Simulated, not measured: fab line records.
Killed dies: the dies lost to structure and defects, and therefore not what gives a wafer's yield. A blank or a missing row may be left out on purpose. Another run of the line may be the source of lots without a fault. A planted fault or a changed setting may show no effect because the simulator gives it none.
One fault through the eyes of 2 desks / flow sky130 / every desk sees just its own numbers, and what lay behind them comes last

## AT THE TOOL OWNER'S DESK: litho track-02
The tool's own readings at SKY_FIELD_ISO_DEVELOP_12 (develop time 60 s): means of the sampled wafers that have a number, for each lot that ran on this tool. A lot is out of limits, marked OUT, if its mean lies more than 4 standard deviations from the usual mean; the brackets give that distance.
Columns: A = developer temp C at SKY_FIELD_ISO_DEVELOP_12, usual 20.97 C
lot=L382; first seen here=day 2 04:00; A=20.98
lot=L385; first seen here=day 2 21:00; A=20.96
lot=L389; first seen here=day 3 16:00; A=21.05
lot=L392; first seen here=day 4 08:00; A=21.04
lot=L399; first seen here=day 5 21:00; A=20.11 (-8.7) OUT
lot=L400; first seen here=day 6 03:00; A=20.17 (-8.1) OUT
lot=L404; first seen here=day 6 21:00; A=20.21 (-7.7) OUT
This desk's verdict: out of limits on L399, L400, L404, starting with L399 at day 5 21:00 (developer temp C at SKY_FIELD_ISO_DEVELOP_12). L382, L385, L389, L392: within limits.

## AT THE METROLOGY DESK
Lot by lot, what the gauges showed, no matter which tool ran the lot: averages of those sampled wafers that carry a number. A lot is out of limits, marked OUT, if its mean lies more than 4 standard deviations from the usual mean; the brackets give that distance.
Columns: A = cd nm at SKY_VT_ADJUST_HVTR_CD_MEAS_07, usual 379.9 nm
lot=L382; first seen here=day 9 06:35; A=379.1
lot=L383; first seen here=day 9 16:23; A=379.3
lot=L385; first seen here=day 10 09:25; A=380.7
lot=L386; first seen here=day 10 13:21; A=382.3
lot=L389; first seen here=day 11 19:34; A=379.4
lot=L391; first seen here=day 12 03:35; A=383.1
lot=L392; first seen here=day 12 12:01; A=376.5
lot=L393; first seen here=day 12 20:39; A=378.3
lot=L394; first seen here=day 13 03:15; A=381.0
lot=L397; first seen here=day 13 19:17; A=377.0
lot=L399; first seen here=day 14 15:35; A=380.7
lot=L400; first seen here=day 14 22:23; A=379.7
lot=L404; first seen here=day 16 14:10; A=380.0
This desk's verdict: no lot among the 13 shows anything out of limits.

## TAKEN TOGETHER
At day 5 21:00, on L399, L400, L404, the tool owner's desk was in a position to raise an alarm.
Nothing out of limits was seen by the metrology desk.
The metrology desk has L399, L400, L404 on record, within its limits.
The lots listed all ran SKY_FIELD_ISO_DEVELOP_12 on litho track-02.

## WHAT THE SIMULATOR HAD INSERTED
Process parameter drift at SKY_FIELD_ISO_DEVELOP_12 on litho track-02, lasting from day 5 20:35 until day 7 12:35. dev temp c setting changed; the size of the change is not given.
Shown lots that were struck: L399, L400, L404.
Hours from the fault's start to each desk's first reading out of limits: the tool owner's desk, 0.
